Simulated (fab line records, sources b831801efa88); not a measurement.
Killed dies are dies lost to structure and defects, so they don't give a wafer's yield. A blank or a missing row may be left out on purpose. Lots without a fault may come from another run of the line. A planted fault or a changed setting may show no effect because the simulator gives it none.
A struck lot beside a sound one | flow sky130 | 15 steps out of a route of 708
Sound: wafers L956.1, L956.2, L956.3. Struck: wafers L959.2, L959.3, L959.5. The cause comes at the end.
At each step with rows: each side's tool, then ch and its chambers, then its first start. Under that, the readings that differ: sound wafers | struck wafers | difference of the means | sigmas: that difference in standard deviations of wafers without a fault.
alike: readings whose means differ by less than 2 such deviations, and words and numbers that are the same on both sides. not compared: withheld readings, readings that some wafer has no value for, bounds like >300 that may hide the same value, and numbers for which the record gives no deviation and whose values overlap.
The two part at a step that has a row with sigmas, a row that says differs or no value, or rows on one side only. Numbers that don't overlap but have no deviation are shown without sigmas and don't part them. A reading that every wafer of one side lacks parts them only if that side has two wafers or more.

first, 4 steps without rows for these wafers: SKY_LDD_HVN_SOFTBAKE_03 (time 60 s); SKY_LDD_HVN_EXPOSE_04 (exposes mask HVNTM, target cd 700 nm); SKY_LDD_HVN_PEB_05; SKY_LDD_HVN_DEVELOP_06 (develop time 60 s).
SKY_LDD_HVN_OVL_MEAS_07:
  sound on overlay-01, day 21 20:50; struck on overlay-02, day 23 23:27
  alike: LDD_HVN_OVL
then, 1 step without rows for these wafers: SKY_LDD_HVN_IMPLANT_08.
SKY_LDD_HVN_STRIP_09: strips in O2/N2.
  sound on plasma_asher-04 ch 0,1, day 21 21:02; struck on plasma_asher-02 ch 0, day 23 23:38
  alike: drypump_motor_current_A, oes_product_au, strip_time_to_endpoint_s
  not compared: rf_hours_counter_h
SKY_LDD_HVN_TW_MEAS_10:
  sound on film_metro-01, day 21 21:08; struck on film_metro-02, day 23 23:44
  alike: LDD_HVN_TW
then, 4 steps without rows for these wafers: SKY_LDD_HVP_DEHYDRATE_00 (time 60 s); SKY_LDD_HVP_HMDS_01 (prime time 60 s); SKY_LDD_HVP_COAT_02 (resist thk 300 nm); SKY_LDD_HVP_SOFTBAKE_03 (time 60 s).
SKY_LDD_HVP_EXPOSE_04: exposes mask HVPTM, target cd 700 nm.
  sound on iline_stepper-01 ch 0, day 22 12:11; struck on iline_stepper-01 ch 0, day 24 14:21
  reading               | sound                | struck               | difference | sigmas
  exposure_dose_mJ_cm2  | 86.02 85.94 85.92    | 89.59 89.75 89.84    | +3.77      | +43
  stage_vel_mm_s (mm/s) | 500.23 500.12 499.64 | 500.28 500.77 500.55 | +0.54      | +2
  alike: mask
then, 1 step without rows for these wafers: SKY_LDD_HVP_PEB_05.
-- the record jumps here: 24 days lie between the struck wafers' starts before and after (it left off in module LDD_HVP and takes up again in module PAD_OPEN, whose first step shown is number 708 of the route) --
SKY_PAD_OPEN_PROBE_99:
  sound on prober-01, day 46 15:16; struck on prober-01, day 48 02:28
  alike: killed_at_M0_to_M3, killed_at_M4_up, killed_at_contacts, killed_at_front_end, killed_at_other, killed_dies, killed_open, killed_short

WHERE THEY PART
Only at SKY_LDD_HVP_EXPOSE_04, within this record. Later steps at which nothing parts them and some readings are alike: SKY_PAD_OPEN_PROBE_99.

WHY: what the simulator had put in
Process parameter drift: iline_stepper-01, from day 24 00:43 on, at SKY_LDD_HVP_EXPOSE_04. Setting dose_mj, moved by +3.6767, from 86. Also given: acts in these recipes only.
